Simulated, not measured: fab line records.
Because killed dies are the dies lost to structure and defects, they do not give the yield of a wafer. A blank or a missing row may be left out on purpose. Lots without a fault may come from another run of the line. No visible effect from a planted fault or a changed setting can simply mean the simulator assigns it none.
fab line records || flow gf180mcu || part 2 of 2: steps 29 to 41 of 41
record: {"lots": 5, "wafers": 15, "lastDay": 34}
route steps=602 shown MIM@510 M5@526 V5@540
lots that met no fault: from a run of the same line without faults
startH: hours from the record's first day to the start of the lot's first wafer shown || waitH: hours elapsed since this lot's preceding step || " as in the row above || L1.1+2: a single row standing in for several wafers || - either no value or no given start || * or withheld: withheld || < > ~ a bound
route shown NAME@n: a module of which the file shows steps, and the number in the route of the first || usual: mean/standard deviation taken from wafers without a fault || same: alike in all rows || chamber/n: place in a boat || sites: the reading at each site || _std_site: their standard deviation || _edge_site: the outer-site mean with the inner-site mean subtracted || radiusMm: how far each site lies from the wafer's centre || mask NAME#n: copy n || behind: the most recent tool/chamber to have shaped the wafer || hold: what put the lot on hold/how long, in hours/how the hold closed || device: whichever transistor did not switch (one of n, p or np) || end of line: the same wafers' tests at the end of the route || a step without rows: its recipe alone || killed: at the first sort, the dies lost to defects and structure; wafer yield is something else || map: a wafer's dies, x killed, . not, _ none there
set.NAME: the setting that was run; set.NAME@STEP: the one run at that earlier step || model.NAME: the simulator's own value behind a step, which no gauge read
lots at selected steps of the route; one table per step, one row per wafer
services: when a tool's chamber went out of use (startH, in hours from the record's first day, below 0 if earlier), for how many hours, and the reason
== steps ==
step: GF_M5_STRIP_12
recipe: {"chemistry": "postEtchResidueRemover", "timeS": 1200, "tempC": 72.5}
{"lot.wafer": "L083.1+2+3", "tool": "wetBench-03", "chamber": 2, "startH": 673.99, "waitH": 0.1}
{"lot.wafer": "L092.2+3+5", "tool": "wetBench-02", "chamber": 1, "startH": 739.14, "waitH": 0.1}
{"lot.wafer": "L095.1+3+4", "tool": "wetBench-03", "chamber": 0, "startH": 750.59, "waitH": 0.1}
{"lot.wafer": "L096.1+2+5", "tool": "wetBench-04", "chamber": 3, "startH": 757.59, "waitH": 0.1}
{"lot.wafer": "L097.1+2+6", "tool": "wetBench-04", "chamber": 1, "startH": 762.25, "waitH": 0.1}
step: GF_M5_CLEAN_13
recipe: {"chemistry": "DIW", "dry": "n2Spin"}
{"lot.wafer": "L083.1+2+3", "tool": "wetBench-04", "chamber": 2, "startH": 674.33, "waitH": 0.0}
{"lot.wafer": "L092.2+3+5", "tool": "wetBench-03", "chamber": 2, "startH": 739.48, "waitH": 0.0}
{"lot.wafer": "L095.1+3+4", "tool": "wetBench-03", "chamber": 3, "startH": 750.93, "waitH": 0.0}
{"lot.wafer": "L096.1+2+5", "tool": "wetBench-04", "chamber": 2, "startH": 757.93, "waitH": 0.0}
{"lot.wafer": "L097.1+2+6", "tool": "wetBench-02", "chamber": 0, "startH": 762.59, "waitH": 0.0}
step: GF_V5_CVD_00
recipe: {"material": "SiO2", "targetThkNm": 300, "sigmaOpenFrac": 0.3, "tempC": 400, "timeS": 48.29, "sih4FlowSccm": 60, "pressureMtorr": 6}
usual: {"pressureMtorr": "5.999/0.013"}
{"lot.wafer": "L083.1", "tool": "hdpcvd-02", "chamber": 2, "startH": 674.43, "waitH": 0.0, "pressureMtorr": 5.990}
{"lot.wafer": "L083.2", "tool": "hdpcvd-02", "chamber": 0, "startH": 674.43, "waitH": 0.0, "pressureMtorr": 5.998}
{"lot.wafer": "L083.3", "tool": "hdpcvd-02", "chamber": 1, "startH": 674.43, "waitH": 0.0, "pressureMtorr": 5.983}
{"lot.wafer": "L092.2", "tool": "hdpcvd-02", "chamber": 1, "startH": 739.58, "waitH": 0.0, "pressureMtorr": 5.983}
{"lot.wafer": "L092.3", "tool": "hdpcvd-02", "chamber": 1, "startH": 739.58, "waitH": 0.0, "pressureMtorr": 5.983}
{"lot.wafer": "L092.5", "tool": "hdpcvd-02", "chamber": 1, "startH": 739.58, "waitH": 0.0, "pressureMtorr": 5.986}
{"lot.wafer": "L095.1", "tool": "hdpcvd-02", "chamber": 1, "startH": 751.02, "waitH": 0.0, "pressureMtorr": 5.998}
{"lot.wafer": "L095.3", "tool": "hdpcvd-02", "chamber": 0, "startH": 751.02, "waitH": 0.0, "pressureMtorr": 6.005}
{"lot.wafer": "L095.4", "tool": "hdpcvd-02", "chamber": 1, "startH": 751.02, "waitH": 0.0, "pressureMtorr": 5.994}
{"lot.wafer": "L096.1", "tool": "hdpcvd-02", "chamber": 1, "startH": 758.02, "waitH": 0.0, "pressureMtorr": 6.012}
{"lot.wafer": "L096.2", "tool": "hdpcvd-02", "chamber": 2, "startH": 758.02, "waitH": 0.0, "pressureMtorr": 5.989}
{"lot.wafer": "L096.5", "tool": "hdpcvd-02", "chamber": 0, "startH": 758.02, "waitH": 0.0, "pressureMtorr": 6.016}
{"lot.wafer": "L097.1", "tool": "hdpcvd-01", "chamber": 2, "startH": 762.77, "waitH": 0.0, "pressureMtorr": 6.011}
{"lot.wafer": "L097.2", "tool": "hdpcvd-01", "chamber": 1, "startH": 762.77, "waitH": 0.0, "pressureMtorr": 6.001}
{"lot.wafer": "L097.6", "tool": "hdpcvd-01", "chamber": 1, "startH": 762.77, "waitH": 0.0, "pressureMtorr": 6.009}
step: GF_V5_THK_MEAS_01
recipe: {"reads": "SiO2_of_V5_CVD_00"}
usual: {"V5_CVD_00_THK": "289/3.2"}
{"lot.wafer": "L083.1", "tool": "filmMetro-02", "chamber": "-", "startH": 674.48, "waitH": 0.0, "V5_CVD_00_THK[nm]": 287}
{"lot.wafer": "L083.2", "tool": "filmMetro-02", "chamber": "-", "startH": 674.48, "waitH": 0.0, "V5_CVD_00_THK[nm]": 286}
{"lot.wafer": "L083.3", "tool": "filmMetro-02", "chamber": "-", "startH": 674.48, "waitH": 0.0, "V5_CVD_00_THK[nm]": 292}
{"lot.wafer": "L092.2", "tool": "filmMetro-03", "chamber": "-", "startH": 739.65, "waitH": 0.1, "V5_CVD_00_THK[nm]": 294}
{"lot.wafer": "L092.3", "tool": "filmMetro-03", "chamber": "-", "startH": 739.65, "waitH": 0.1, "V5_CVD_00_THK[nm]": 294}
{"lot.wafer": "L092.5", "tool": "filmMetro-03", "chamber": "-", "startH": 739.65, "waitH": 0.1, "V5_CVD_00_THK[nm]": 297}
{"lot.wafer": "L095.1", "tool": "filmMetro-03", "chamber": "-", "startH": 751.09, "waitH": 0.0, "V5_CVD_00_THK[nm]": 288}
{"lot.wafer": "L095.3", "tool": "filmMetro-03", "chamber": "-", "startH": 751.09, "waitH": 0.0, "V5_CVD_00_THK[nm]": 289}
{"lot.wafer": "L095.4", "tool": "filmMetro-03", "chamber": "-", "startH": 751.09, "waitH": 0.0, "V5_CVD_00_THK[nm]": 286}
{"lot.wafer": "L096.1", "tool": "filmMetro-02", "chamber": "-", "startH": 758.06, "waitH": 0.0, "V5_CVD_00_THK[nm]": 291}
{"lot.wafer": "L096.2", "tool": "filmMetro-02", "chamber": "-", "startH": 758.06, "waitH": 0.0, "V5_CVD_00_THK[nm]": 293}
{"lot.wafer": "L096.5", "tool": "filmMetro-02", "chamber": "-", "startH": 758.06, "waitH": 0.0, "V5_CVD_00_THK[nm]": 297}
{"lot.wafer": "L097.1", "tool": "filmMetro-03", "chamber": "-", "startH": 762.82, "waitH": 0.0, "V5_CVD_00_THK[nm]": 286}
{"lot.wafer": "L097.2", "tool": "filmMetro-03", "chamber": "-", "startH": 762.82, "waitH": 0.0, "V5_CVD_00_THK[nm]": 286}
{"lot.wafer": "L097.6", "tool": "filmMetro-03", "chamber": "-", "startH": 762.82, "waitH": 0.0, "V5_CVD_00_THK[nm]": 286}
step: GF_V5_CVD_02
recipe: {"material": "SiO2", "targetThkNm": 1450, "precursor": "TEOS", "tempC": 400, "timeS": 163.28, "rfW": 600}
usual: {"heaterPowerW": "666/87"}
{"lot.wafer": "L083.1", "tool": "pecvd-01", "chamber": 0, "startH": 674.54, "waitH": 0.1, "heaterPowerW": 572}
{"lot.wafer": "L083.2", "tool": "pecvd-01", "chamber": 1, "startH": 674.54, "waitH": 0.1, "heaterPowerW": 744}
{"lot.wafer": "L083.3", "tool": "pecvd-01", "chamber": 2, "startH": 674.54, "waitH": 0.1, "heaterPowerW": 752}
{"lot.wafer": "L092.2", "tool": "pecvd-03", "chamber": 0, "startH": 739.70, "waitH": 0.0, "heaterPowerW": 737}
{"lot.wafer": "L092.3", "tool": "pecvd-03", "chamber": 2, "startH": 739.70, "waitH": 0.0, "heaterPowerW": 537}
{"lot.wafer": "L092.5", "tool": "pecvd-03", "chamber": 2, "startH": 739.70, "waitH": 0.0, "heaterPowerW": 591}
{"lot.wafer": "L095.1", "tool": "pecvd-02", "chamber": 2, "startH": 751.15, "waitH": 0.1, "heaterPowerW": 763}
{"lot.wafer": "L095.3", "tool": "pecvd-02", "chamber": 0, "startH": 751.15, "waitH": 0.1, "heaterPowerW": 650}
{"lot.wafer": "L095.4", "tool": "pecvd-02", "chamber": 2, "startH": 751.15, "waitH": 0.1, "heaterPowerW": 627}
{"lot.wafer": "L096.1", "tool": "pecvd-03", "chamber": 1, "startH": 758.12, "waitH": 0.1, "heaterPowerW": 814}
{"lot.wafer": "L096.2", "tool": "pecvd-03", "chamber": 2, "startH": 758.12, "waitH": 0.1, "heaterPowerW": 614}
{"lot.wafer": "L096.5", "tool": "pecvd-03", "chamber": 0, "startH": 758.12, "waitH": 0.1, "heaterPowerW": 755}
{"lot.wafer": "L097.1", "tool": "pecvd-03", "chamber": 2, "startH": 762.88, "waitH": 0.1, "heaterPowerW": 512}
{"lot.wafer": "L097.2", "tool": "pecvd-03", "chamber": 1, "startH": 762.88, "waitH": 0.1, "heaterPowerW": 779}
{"lot.wafer": "L097.6", "tool": "pecvd-03", "chamber": 1, "startH": 762.88, "waitH": 0.1, "heaterPowerW": 844}
step: GF_V5_THK_MEAS_03
recipe: {"reads": "SiO2_of_V5_CVD_02"}
usual: {"V5_CVD_02_THK": "1440/20"}
{"lot.wafer": "L083.1", "tool": "filmMetro-02", "chamber": "-", "startH": 674.65, "waitH": 0.1, "V5_CVD_02_THK[nm]": 1460}
{"lot.wafer": "L083.2", "tool": "filmMetro-02", "chamber": "-", "startH": 674.65, "waitH": 0.1, "V5_CVD_02_THK[nm]": 1428}
{"lot.wafer": "L083.3", "tool": "filmMetro-02", "chamber": "-", "startH": 674.65, "waitH": 0.1, "V5_CVD_02_THK[nm]": 1436}
{"lot.wafer": "L092.2", "tool": "filmMetro-02", "chamber": "-", "startH": 739.82, "waitH": 0.1, "V5_CVD_02_THK[nm]": 1423}
{"lot.wafer": "L092.3", "tool": "filmMetro-02", "chamber": "-", "startH": 739.82, "waitH": 0.1, "V5_CVD_02_THK[nm]": 1439}
{"lot.wafer": "L092.5", "tool": "filmMetro-02", "chamber": "-", "startH": 739.82, "waitH": 0.1, "V5_CVD_02_THK[nm]": 1463}
{"lot.wafer": "L095.1", "tool": "filmMetro-03", "chamber": "-", "startH": 751.31, "waitH": 0.1, "V5_CVD_02_THK[nm]": 1449}
{"lot.wafer": "L095.3", "tool": "filmMetro-03", "chamber": "-", "startH": 751.31, "waitH": 0.1, "V5_CVD_02_THK[nm]": 1419}
{"lot.wafer": "L095.4", "tool": "filmMetro-03", "chamber": "-", "startH": 751.31, "waitH": 0.1, "V5_CVD_02_THK[nm]": 1457}
{"lot.wafer": "L096.1", "tool": "filmMetro-02", "chamber": "-", "startH": 758.23, "waitH": 0.1, "V5_CVD_02_THK[nm]": 1413}
{"lot.wafer": "L096.2", "tool": "filmMetro-02", "chamber": "-", "startH": 758.23, "waitH": 0.1, "V5_CVD_02_THK[nm]": 1419}
{"lot.wafer": "L096.5", "tool": "filmMetro-02", "chamber": "-", "startH": 758.23, "waitH": 0.1, "V5_CVD_02_THK[nm]": 1440}
{"lot.wafer": "L097.1", "tool": "filmMetro-04", "chamber": "-", "startH": 762.98, "waitH": 0.1, "V5_CVD_02_THK[nm]": 1421}
{"lot.wafer": "L097.2", "tool": "filmMetro-04", "chamber": "-", "startH": 762.98, "waitH": 0.1, "V5_CVD_02_THK[nm]": 1416}
{"lot.wafer": "L097.6", "tool": "filmMetro-04", "chamber": "-", "startH": 762.98, "waitH": 0.1, "V5_CVD_02_THK[nm]": 1446}
step: GF_V5_CMP_04
recipe: {"material": "SiO2", "downForcePsi": 4, "platenRpm": 60, "padVelocityMS": 0.94248}
usual: {"motorCurrentA": "11.9/1.5"}
{"lot.wafer": "L083.1", "tool": "cmp-02", "chamber": 2, "startH": 674.71, "waitH": 0.1, "motorCurrentA": 10.9}
{"lot.wafer": "L083.2", "tool": "cmp-02", "chamber": 0, "startH": 674.71, "waitH": 0.1, "motorCurrentA": 14.6}
{"lot.wafer": "L083.3", "tool": "cmp-02", "chamber": 1, "startH": 674.71, "waitH": 0.1, "motorCurrentA": 11.9}
{"lot.wafer": "L092.2", "tool": "cmp-01", "chamber": 3, "startH": 739.92, "waitH": 0.1, "motorCurrentA": 11.4}
{"lot.wafer": "L092.3", "tool": "cmp-01", "chamber": 0, "startH": 739.92, "waitH": 0.1, "motorCurrentA": 12.1}
{"lot.wafer": "L092.5", "tool": "cmp-01", "chamber": 2, "startH": 739.92, "waitH": 0.1, "motorCurrentA": 12.7}
{"lot.wafer": "L095.1", "tool": "cmp-01", "chamber": 1, "startH": 751.42, "waitH": 0.1, "motorCurrentA": 12.4}
{"lot.wafer": "L095.3", "tool": "cmp-01", "chamber": 2, "startH": 751.42, "waitH": 0.1, "motorCurrentA": 12.3}
{"lot.wafer": "L095.4", "tool": "cmp-01", "chamber": 3, "startH": 751.42, "waitH": 0.1, "motorCurrentA": 11.8}
{"lot.wafer": "L096.1", "tool": "cmp-02", "chamber": 3, "startH": 758.55, "waitH": 0.3, "motorCurrentA": 9.5}
{"lot.wafer": "L096.2", "tool": "cmp-02", "chamber": 0, "startH": 758.55, "waitH": 0.3, "motorCurrentA": 14.7}
{"lot.wafer": "L096.5", "tool": "cmp-02", "chamber": 2, "startH": 758.55, "waitH": 0.3, "motorCurrentA": 11.0}
{"lot.wafer": "L097.2", "tool": "cmp-02", "chamber": 1, "startH": 763.09, "waitH": 0.1, "motorCurrentA": 10.7}
{"lot.wafer": "L097.1", "tool": "cmp-02", "chamber": 3, "startH": 763.09, "waitH": 0.1, "motorCurrentA": 9.8}
{"lot.wafer": "L097.6", "tool": "cmp-02", "chamber": 1, "startH": 763.09, "waitH": 0.1, "motorCurrentA": 11.4}
step: GF_V5_BOW_MEAS_05
recipe: {"mode": "bow"}
usual: {"V5_BOW": "135/9.4"}
{"lot.wafer": "L083.1", "tool": "filmMetro-03", "chamber": "-", "startH": 675.01, "waitH": 0.2, "V5_BOW[um]": 128}
{"lot.wafer": "L083.2", "tool": "filmMetro-03", "chamber": "-", "startH": 675.01, "waitH": 0.2, "V5_BOW[um]": 134}
{"lot.wafer": "L083.3", "tool": "filmMetro-03", "chamber": "-", "startH": 675.01, "waitH": 0.2, "V5_BOW[um]": 136}
{"lot.wafer": "L092.2", "tool": "filmMetro-02", "chamber": "-", "startH": 740.19, "waitH": 0.2, "V5_BOW[um]": 130}
{"lot.wafer": "L092.3", "tool": "filmMetro-02", "chamber": "-", "startH": 740.19, "waitH": 0.2, "V5_BOW[um]": 126}
{"lot.wafer": "L092.5", "tool": "filmMetro-02", "chamber": "-", "startH": 740.19, "waitH": 0.2, "V5_BOW[um]": 120}
{"lot.wafer": "L095.1", "tool": "filmMetro-02", "chamber": "-", "startH": 751.67, "waitH": 0.2, "V5_BOW[um]": 129}
{"lot.wafer": "L095.3", "tool": "filmMetro-02", "chamber": "-", "startH": 751.67, "waitH": 0.2, "V5_BOW[um]": 129}
{"lot.wafer": "L095.4", "tool": "filmMetro-02", "chamber": "-", "startH": 751.67, "waitH": 0.2, "V5_BOW[um]": 127}
{"lot.wafer": "L096.1", "tool": "filmMetro-04", "chamber": "-", "startH": 758.75, "waitH": 0.1, "V5_BOW[um]": 133}
{"lot.wafer": "L096.2", "tool": "filmMetro-04", "chamber": "-", "startH": 758.75, "waitH": 0.1, "V5_BOW[um]": 148}
{"lot.wafer": "L096.5", "tool": "filmMetro-04", "chamber": "-", "startH": 758.75, "waitH": 0.1, "V5_BOW[um]": 120}
{"lot.wafer": "L097.1", "tool": "filmMetro-02", "chamber": "-", "startH": 763.34, "waitH": 0.1, "V5_BOW[um]": 126}
{"lot.wafer": "L097.2", "tool": "filmMetro-02", "chamber": "-", "startH": 763.34, "waitH": 0.1, "V5_BOW[um]": 130}
{"lot.wafer": "L097.6", "tool": "filmMetro-02", "chamber": "-", "startH": 763.34, "waitH": 0.1, "V5_BOW[um]": 125}
step: GF_V5_DEHYDRATE_06
recipe: {"tempC": 200, "timeS": 60}
{"lot.wafer": "L083.1+2+3", "tool": "lithoTrack-04", "chamber": 0, "startH": 683.85, "waitH": 8.8}
{"lot.wafer": "L092.2+3+5", "tool": "lithoTrack-02", "chamber": 0, "startH": 748.46, "waitH": 8.3}
{"lot.wafer": "L095.1+3+4", "tool": "lithoTrack-01", "chamber": 0, "startH": 759.05, "waitH": 7.4}
{"lot.wafer": "L096.1+2+5", "tool": "lithoTrack-04", "chamber": 0, "startH": 766.65, "waitH": 7.9}
{"lot.wafer": "L097.1+2+6", "tool": "lithoTrack-04", "chamber": 0, "startH": 770.65, "waitH": 7.3}
step: GF_V5_HMDS_07
recipe: {"primeTimeS": 60, "primeTempC": 120}
usual: {"primeTempC": "119.98/0.15"}
{"lot.wafer": "L083.1", "tool": "lithoTrack-04", "chamber": 0, "startH": 684.00, "waitH": 0.1, "primeTempC": 119.79}
{"lot.wafer": "L083.2", "tool": "lithoTrack-04", "chamber": 0, "startH": 684.00, "waitH": 0.1, "primeTempC": 119.83}
{"lot.wafer": "L083.3", "tool": "lithoTrack-04", "chamber": 0, "startH": 684.00, "waitH": 0.1, "primeTempC": 119.52}
{"lot.wafer": "L092.2", "tool": "lithoTrack-02", "chamber": 0, "startH": 748.61, "waitH": 0.1, "primeTempC": 119.93}
{"lot.wafer": "L092.3", "tool": "lithoTrack-02", "chamber": 0, "startH": 748.61, "waitH": 0.1, "primeTempC": 120.20}
{"lot.wafer": "L092.5", "tool": "lithoTrack-02", "chamber": 0, "startH": 748.61, "waitH": 0.1, "primeTempC": 119.98}
{"lot.wafer": "L095.1", "tool": "lithoTrack-01", "chamber": 0, "startH": 759.20, "waitH": 0.1, "primeTempC": 120.10}
{"lot.wafer": "L095.3", "tool": "lithoTrack-01", "chamber": 0, "startH": 759.20, "waitH": 0.1, "primeTempC": 120.00}
{"lot.wafer": "L095.4", "tool": "lithoTrack-01", "chamber": 0, "startH": 759.20, "waitH": 0.1, "primeTempC": 119.78}
{"lot.wafer": "L096.1", "tool": "lithoTrack-04", "chamber": 0, "startH": 766.80, "waitH": 0.1, "primeTempC": 120.16}
{"lot.wafer": "L096.2", "tool": "lithoTrack-04", "chamber": 0, "startH": 766.80, "waitH": 0.1, "primeTempC": 120.14}
{"lot.wafer": "L096.5", "tool": "lithoTrack-04", "chamber": 0, "startH": 766.80, "waitH": 0.1, "primeTempC": 120.14}
{"lot.wafer": "L097.1", "tool": "lithoTrack-04", "chamber": 0, "startH": 770.80, "waitH": 0.1, "primeTempC": 120.26}
{"lot.wafer": "L097.2", "tool": "lithoTrack-04", "chamber": 0, "startH": 770.80, "waitH": 0.1, "primeTempC": 120.09}
{"lot.wafer": "L097.6", "tool": "lithoTrack-04", "chamber": 0, "startH": 770.80, "waitH": 0.1, "primeTempC": 120.27}
step: GF_V5_COAT_08
recipe: {"resist": "BARC", "tempC": "withheld", "timeS": "withheld", "spinRpm": "withheld", "resistThkNm": "withheld"}
{"lot.wafer": "L083.1+2+3", "tool": "lithoTrack-04", "chamber": 0, "startH": 684.15, "waitH": 0.1}
{"lot.wafer": "L092.2+3+5", "tool": "lithoTrack-02", "chamber": 0, "startH": 748.76, "waitH": 0.1}
{"lot.wafer": "L095.1+3+4", "tool": "lithoTrack-01", "chamber": 0, "startH": 759.35, "waitH": 0.1}
{"lot.wafer": "L096.1+2+5", "tool": "lithoTrack-04", "chamber": 0, "startH": 766.95, "waitH": 0.1}
{"lot.wafer": "L097.1+2+6", "tool": "lithoTrack-04", "chamber": 0, "startH": 770.95, "waitH": 0.1}
step: GF_V5_COAT_09
recipe: {"resist": "KrF", "spinRpm": "withheld", "resistThkNm": 1000}
{"lot.wafer": "L083.1+2+3", "tool": "lithoTrack-04", "chamber": 0, "startH": "-", "waitH": "-"}
{"lot.wafer": "L092.2+3+5", "tool": "lithoTrack-02", "chamber": 0, "startH": "-", "waitH": "-"}
{"lot.wafer": "L095.1+3+4", "tool": "lithoTrack-01", "chamber": 0, "startH": "-", "waitH": "-"}
{"lot.wafer": "L096.1+2+5", "tool": "lithoTrack-04", "chamber": 0, "startH": "-", "waitH": "-"}
{"lot.wafer": "L097.1+2+6", "tool": "lithoTrack-04", "chamber": 0, "startH": "-", "waitH": "-"}
step: GF_V5_SOFTBAKE_10
recipe: {"tempC": 130, "timeS": 60, "resist": "KrF"}
{"lot.wafer": "L083.1+2+3", "tool": "lithoTrack-04", "chamber": 0, "startH": "-", "waitH": "-"}
{"lot.wafer": "L092.2+3+5", "tool": "lithoTrack-02", "chamber": 0, "startH": "-", "waitH": "-"}
{"lot.wafer": "L095.1+3+4", "tool": "lithoTrack-01", "chamber": 0, "startH": "-", "waitH": "-"}
{"lot.wafer": "L096.1+2+5", "tool": "lithoTrack-04", "chamber": 0, "startH": "-", "waitH": "-"}
{"lot.wafer": "L097.1+2+6", "tool": "lithoTrack-04", "chamber": 0, "startH": "-", "waitH": "-"}
== services ==
{"tool": "pvdSputter-02", "chamber": "-", "startH": 616.38, "hours": 2.8, "kind": "repair"}
{"tool": "ilineStepper-02", "chamber": "-", "startH": 616.57, "hours": 9.7, "kind": "repair"}
{"tool": "pvdSputter-01", "chamber": "-", "startH": 621.42, "hours": 2.4, "kind": "repair"}
{"tool": "krfScanner-01", "chamber": "-", "startH": 636.38, "hours": 1.3, "kind": "pm"}
{"tool": "pvdSputter-02", "chamber": "-", "startH": 641.09, "hours": 61.8, "kind": "repair"}
{"tool": "pecvd-03", "chamber": "-", "startH": 643.47, "hours": 0.7, "kind": "repair"}
{"tool": "hdpcvd-02", "chamber": "-", "startH": 646.24, "hours": 4.3, "kind": "repair"}
{"tool": "krfScanner-01", "chamber": "-", "startH": 650.02, "hours": 1.0, "kind": "pm"}
{"tool": "rieMetal-03", "chamber": 0, "startH": 659.05, "hours": 3.8, "kind": "repair"}
{"tool": "cmp-02", "chamber": "-", "startH": 664.52, "hours": 7.1, "kind": "pm"}
{"tool": "pecvd-03", "chamber": "-", "startH": 676.56, "hours": 0.3, "kind": "repair"}
{"tool": "wetBench-04", "chamber": "-", "startH": 676.93, "hours": 11.9, "kind": "repair"}
{"tool": "rieMetal-04", "chamber": 1, "startH": 676.95, "hours": 3.4, "kind": "repair"}
{"tool": "pecvd-03", "chamber": 2, "startH": 689.87, "hours": 3.7, "kind": "repair"}
{"tool": "krfScanner-01", "chamber": "-", "startH": 696.08, "hours": 4.0, "kind": "pm"}
{"tool": "krfScanner-01", "chamber": "-", "startH": 701.78, "hours": 0.5, "kind": "repair"}
{"tool": "krfScanner-01", "chamber": "-", "startH": 708.80, "hours": 2.1, "kind": "repair"}
{"tool": "pvdSputter-02", "chamber": "-", "startH": 713.56, "hours": 2.4, "kind": "repair"}
{"tool": "krfScanner-01", "chamber": "-", "startH": 715.60, "hours": 0.8, "kind": "pm"}
{"tool": "rieMetal-03", "chamber": "-", "startH": 720.32, "hours": 2.8, "kind": "pm"}
{"tool": "pvdSputter-02", "chamber": "-", "startH": 723.96, "hours": 2.4, "kind": "repair"}
{"tool": "ilineStepper-02", "chamber": "-", "startH": 730.05, "hours": 1.7, "kind": "pm"}
{"tool": "hdpcvd-02", "chamber": 2, "startH": 733.15, "hours": 23.5, "kind": "repair"}
{"tool": "hdpcvd-02", "chamber": "-", "startH": 742.96, "hours": 2.6, "kind": "repair"}
